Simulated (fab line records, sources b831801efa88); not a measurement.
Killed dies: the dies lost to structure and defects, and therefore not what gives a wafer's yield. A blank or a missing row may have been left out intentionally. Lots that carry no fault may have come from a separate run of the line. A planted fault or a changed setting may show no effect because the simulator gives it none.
A struck lot beside a sound one || flow sky130 || 31 steps out of a route of 708
Sound: these wafers, L708.1, L708.2, L708.3. Struck: wafer L715.2 (left out: L715.3, a lot-mate that was not struck); the cause follows at the end.
Each step with rows lists, per side, the tool, then ch with its chambers, then its first start. Under that, the readings that differ: sound wafers || struck wafers || difference of the means || sigmas: that difference in standard deviations of wafers without a fault.
alike: readings with means less than 2 such deviations apart, plus words and numbers identical on both sides. not compared: withheld readings, readings lacking a value on some wafer, bounds such as >300 that could conceal the same value, and numbers that have no deviation in the record and whose values overlap.
The two part at a step that has a row with sigmas, a row that says differs or no value, or rows on one side only. Numbers that have no deviation but don't overlap get no sigmas and don't part them. A reading that every wafer of one side lacks parts them only if that side has two wafers or more.

SKY_LI_CONTACT_OVL_MEAS_13:
  sound on overlay-02, day 32 00:11; struck on overlay-02, day 34 01:32
  alike: LI_CONTACT_OVL
then, 1 step without rows for these wafers: SKY_LI_CONTACT_ETCH_14 (etches BARC in N2/H2, stops on SiO2, time 45.9 s, target depth 60 nm).
SKY_LI_CONTACT_ETCH_15: etches PSG in C4F8/O2/Ar, stops on Si, target depth 600 nm.
  sound on rie_diel-01 ch 0,1,2, day 32 00:16; struck on rie_diel-01 ch 0, day 34 01:37
  alike: bias_w, oes_product_au
then, 4 steps without rows for these wafers: SKY_LI_CONTACT_STRIP_16 (strips in O2/N2); SKY_LI_CONTACT_CLEAN_17 (cleans in NMP, time 600 s); SKY_LI_CONTACT_PRE_CLEAN_18 (time 5.6 s); SKY_LI_CONTACT_SPUTTER_19 (material Ti, target thk 20 nm, time 106.37 s).
SKY_LI_CONTACT_SPUTTER_20: material TiN, target thk 20 nm, time 80 s.
  sound on pvd_sputter-02, day 32 00:43; struck on pvd_sputter-02, day 34 02:04
  alike: throttle_valve_pct
SKY_LI_CONTACT_CVD_21: deposits W, target thk 400 nm, time 120.56 s.
  sound on cvd_w-01 ch 0,1, day 32 00:47; struck on cvd_w-01 ch 1, day 34 02:08
  alike: chamber_pressure_Torr, heater_power_w
  not compared: since_wet_clean_h
SKY_LI_CONTACT_RS_MEAS_22: uses a four-point probe to measure.
  sound on film_metro-04, day 32 00:55; struck on film_metro-04, day 34 02:17
  alike: LI_CONTACT_W_RS
SKY_LI_CONTACT_THK_MEAS_23: measures by xrf.
  sound on film_metro-04, day 32 01:02; struck on film_metro-04, day 34 02:23
  alike: LI_CONTACT_W_THK
SKY_LI_CONTACT_CMP_24: polishes, stops on PSG, t overpolish 20 s, target thk 0 nm.
  sound on cmp-02 ch 0,2,3, day 32 01:08; struck on cmp-01 ch 2, day 34 02:26
{"reading": "motor_current_A (A)", "sound": "12.4 10.7 11.8", "struck": 9.9, "difference": -1.7, "sigmas": -2}
{"reading": "slurry_flow_ml_min", "sound": "151.0 150.2 150.2", "struck": 149.0, "difference": -1.5, "sigmas": -3}
  alike: head_pressure_psi, overpolish_run_s, retaining_ring_pressure_frac, time_to_endpoint_s
SKY_LOCAL_INTERCONNECT_SPUTTER_00: material TiN, target thk 100 nm, time 83.3 s.
  sound on pvd_sputter-01, day 32 01:23; struck on pvd_sputter-04, day 34 02:44
{"reading": "model.TiN_of_LOCAL_INTERCONNECT_SPUTTER_00.thk_nm (nm)", "sound": "99.69 100.6 100.5", "struck": 89.69, "difference": -10.57, "sigmas": ""}
  alike: throttle_valve_pct
SKY_LOCAL_INTERCONNECT_RS_MEAS_01: uses a four-point probe to measure.
  sound on film_metro-01, day 32 01:27; struck on film_metro-02, day 34 02:49
{"reading": "LOCAL_INTERCONNECT_TIN_RS (ohm/sq)", "sound": "14.21 14.08 14.08", "struck": 15.80, "difference": "+1.68", "sigmas": "+11"}
SKY_LOCAL_INTERCONNECT_THK_MEAS_02: measures by xrf.
  sound on film_metro-01, day 32 01:34; struck on film_metro-02, day 34 02:56
{"reading": "LOCAL_INTERCONNECT_TIN_THK (nm)", "sound": "99.3 100.6 100.1", "struck": 89.2, "difference": -10.8, "sigmas": -10}
then, 8 steps without rows for these wafers: SKY_LOCAL_INTERCONNECT_DEHYDRATE_03 (time 60 s); SKY_LOCAL_INTERCONNECT_HMDS_04 (prime time 60 s); SKY_LOCAL_INTERCONNECT_COAT_05 (resist thk 60 nm); SKY_LOCAL_INTERCONNECT_COAT_06 (resist thk 450 nm); SKY_LOCAL_INTERCONNECT_SOFTBAKE_07 (time 90 s); SKY_LOCAL_INTERCONNECT_EXPOSE_08 (exposes mask LI1M, target cd 170 nm); SKY_LOCAL_INTERCONNECT_PEB_09; SKY_LOCAL_INTERCONNECT_DEVELOP_10 (develop time 60 s).
SKY_LOCAL_INTERCONNECT_CD_MEAS_11: target cd 170 nm.
  sound on cd_sem-01, day 33 04:35; struck on cd_sem-02, day 35 05:34
  alike: cd_nm
SKY_LOCAL_INTERCONNECT_OVL_MEAS_12:
  sound on overlay-02, day 33 04:42; struck on overlay-02, day 35 05:41
  alike: LOCAL_INTERCONNECT_OVL
SKY_LOCAL_INTERCONNECT_ETCH_13: etches BARC in N2/H2, stops on SiO2, time 45.9 s, target depth 60 nm.
  sound on rie_metal-02 ch 0,1, day 33 04:44; struck on rie_metal-02 ch 1, day 35 05:43
  alike: bias_w, drypump_motor_current_A, oes_product_au, throttle_valve_pct
  not compared: rf_hours_counter_h
SKY_LOCAL_INTERCONNECT_METAL_ETCH_14: etches TiN in Cl2/BCl3, stops on PSG, target depth 110 nm, time 31.4 s.
  sound on rie_metal-02 ch 0,1, day 33 04:48; struck on rie_metal-02 ch 1, day 35 05:46
{"reading": "oes_product_au (a.u.)", "sound": "0.944 0.951 0.932", "struck": 0.877, "difference": -0.065, "sigmas": -9}
{"reading": "throttle_valve_pct (%)", "sound": "21.900 21.891 21.910", "struck": 21.934, "difference": "+0.034", "sigmas": "+4"}
  alike: bias_w, drypump_motor_current_A
  not compared: rf_hours_counter_h
then, 1 step without rows for these wafers: SKY_LOCAL_INTERCONNECT_STRIP_15 (strips in O2/N2).
SKY_LOCAL_INTERCONNECT_STRIP_16: strips in post etch residue remover, time 1200 s.
  sound on wet_bench-04 ch 1, day 33 04:57; struck on wet_bench-03 ch 2, day 35 05:55
{"reading": "model.TiN_of_LOCAL_INTERCONNECT_SPUTTER_00.thk_nm (nm)", "sound": "99.26 100.2 100", "struck": 89.26, "difference": -10.56, "sigmas": ""}
then, 1 step without rows for these wafers: SKY_LOCAL_INTERCONNECT_CLEAN_17 (cleans in IPA, time 180 s).
-- the record jumps here: 14 days lie between the struck wafers' starts before and after (it left off in module LOCAL_INTERCONNECT and takes up again in module PAD_OPEN, whose first step shown is number 708 of the route) --
SKY_PAD_OPEN_PROBE_99:
  sound on prober-02, day 47 23:53; struck on prober-02, day 49 11:52
{"reading": "killed_at_front_end", "sound": "11 15 14", "struck": 24, "difference": "+11", "sigmas": "+2"}
{"reading": "model.etest.res_li.line_ohm_um", "sound": "74.74 75.2 74.1", "struck": 84.63, "difference": "+9.95", "sigmas": ""}
{"reading": "model.etest.res_li.rs_ohm_sq", "sound": "12.83 12.76 12.84", "struck": 14.27, "difference": "+1.46", "sigmas": ""}
  alike: killed_at_M0_to_M3, killed_at_M4_up, killed_at_contacts, killed_at_other, killed_dies, killed_open, killed_short
  not compared: model.etest.mcon_chain.rc_ohm

## WHERE THEY PART
First at SKY_LI_CONTACT_CMP_24; last, within this record, at SKY_PAD_OPEN_PROBE_99.

WHY: the cause the simulator had injected
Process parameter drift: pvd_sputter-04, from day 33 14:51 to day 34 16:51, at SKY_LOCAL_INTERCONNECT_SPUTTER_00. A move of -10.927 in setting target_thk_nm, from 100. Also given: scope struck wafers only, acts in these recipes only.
